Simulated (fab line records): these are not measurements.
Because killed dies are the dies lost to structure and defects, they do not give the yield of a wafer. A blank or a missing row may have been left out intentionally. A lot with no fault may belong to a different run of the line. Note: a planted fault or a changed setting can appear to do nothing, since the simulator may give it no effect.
Which tool was responsible? | flow sfq line | route of 325 steps, sampled at 1 step: 14 lots, 42 wafers

== WHAT EACH GAUGE READ, for each wafer ==
The record holds no reading of a measuring or inspecting step that can be judged against a usual standard deviation.

== EACH LOT AND THE TOOL THAT RAN IT (in order: tool; ch and the chambers of the sampled wafers; start) ==
lot  | SFQ_TRILAYER_I2_DEP_PECVD_063
L544 | pecvd-03 ch 0,1, day 23 15:18
L546 | pecvd-02 ch 0,1, day 29 22:49
L547 | pecvd-03 ch 0,2, day 30 08:25
L548 | pecvd-03 ch 0,1,2, day 30 15:39
L549 | pecvd-02 ch 0,1, day 30 19:13
L550 | pecvd-03 ch 1,2, day 30 22:49
L555 | pecvd-04 ch 1,2, day 31 17:52
L556 | pecvd-03 ch 1,2, day 31 19:04
L557 | pecvd-02 ch 0,1,2, day 31 20:16
L558 | pecvd-04 ch 0,2, day 32 01:20
L561 | pecvd-04 ch 0,1,2, day 32 04:56
L563 | pecvd-02 ch 0,1, day 32 07:20
L564 | pecvd-04 ch 0,1,2, day 32 09:44
L566 | pecvd-02 ch 0,1,2, day 32 12:08
- SFQ_TRILAYER_I2_DEP_PECVD_063: deposits SiO2 from SiH4/N2O, time 111.11 s, target thk 500 nm.

== AS READ BY THE TOOLS THEMSELVES (means over the sampled wafers that have a number; for cases with no such wafer, the mark the record gives instead) ==
SFQ_TRILAYER_I2_DEP_PECVD_063. Usual: heater power w 81 W, standard deviation 8.8; rf fwd power W 182.4 W, standard deviation 0.6; throttle valve pct 24.7 %, standard deviation 1.9.
lot  | tool     | heater power w (W) | rf fwd power W (W) | throttle valve pct (%) | flag
L544 | pecvd-03 | 82                 | 183.0              | 28.3                   |
L546 | pecvd-02 | 79                 | 182.3              | 26.9                   |
L547 | pecvd-03 | 82                 | 181.8              | 22.9                   |
L548 | pecvd-03 | 84                 | 182.7              | 22.6                   |
L549 | pecvd-02 | 78                 | 181.7              | 27.1                   |
L550 | pecvd-03 | 97                 | 153.1              | 22.4                   | OFF
L555 | pecvd-04 | 83                 | 181.8              | 24.6                   |
L556 | pecvd-03 | 86                 | 153.4              | 22.4                   | OFF
L557 | pecvd-02 | 78                 | 182.2              | 26.3                   |
L558 | pecvd-04 | 86                 | 182.5              | 23.5                   |
L561 | pecvd-04 | 82                 | 183.0              | 24.0                   |
L563 | pecvd-02 | 88                 | 181.9              | 27.0                   |
L564 | pecvd-04 | 81                 | 182.2              | 24.1                   |
L566 | pecvd-02 | 79                 | 181.7              | 26.3                   |

== THE ANSWER, worked out from the rows above alone ==
Rule: lot off if the mean of its wafers having a number is beyond 3 standard deviations from the usual mean. A lot without any number at a reading at which 4 lots or more have one is off too. Where the step has rows for the other lots, those lots are counted as sound. The gauges are gone through in route order, then the tools' own readings, and for those a lot's mean is taken as printed above. The first step at which some lot is off is used, and at that step the reading that is off furthest; a lot without a number counts as furthest.
Off, at SFQ_TRILAYER_I2_DEP_PECVD_063 on rf fwd power W: L550, L556.
If a tool, at that step or one of the process steps before it, ran each lot that is off and ran no sound lot following the first of them, it fits. One candidate fits, namely pecvd-03 at SFQ_TRILAYER_I2_DEP_PECVD_063. Its last sound lot is L548 (day 30 15:39), its first lot that is off L550 (day 30 22:49): a fault that began between those two fits.
On the lots that are off, the tool's own readings at SFQ_TRILAYER_I2_DEP_PECVD_063 differ by more than 5 times the standard deviation of the sound lots' means, which bears it out; rf fwd power W reads 153.2 W there versus 182.2 W on the sound lots.

== WHAT THE SIMULATOR HAD INSERTED ==
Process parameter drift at SFQ_TRILAYER_I2_DEP_PECVD_063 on pecvd-03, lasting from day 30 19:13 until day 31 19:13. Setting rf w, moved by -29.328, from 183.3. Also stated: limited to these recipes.
Struck lots among those shown: L550, L556. The same result came from the rule above.
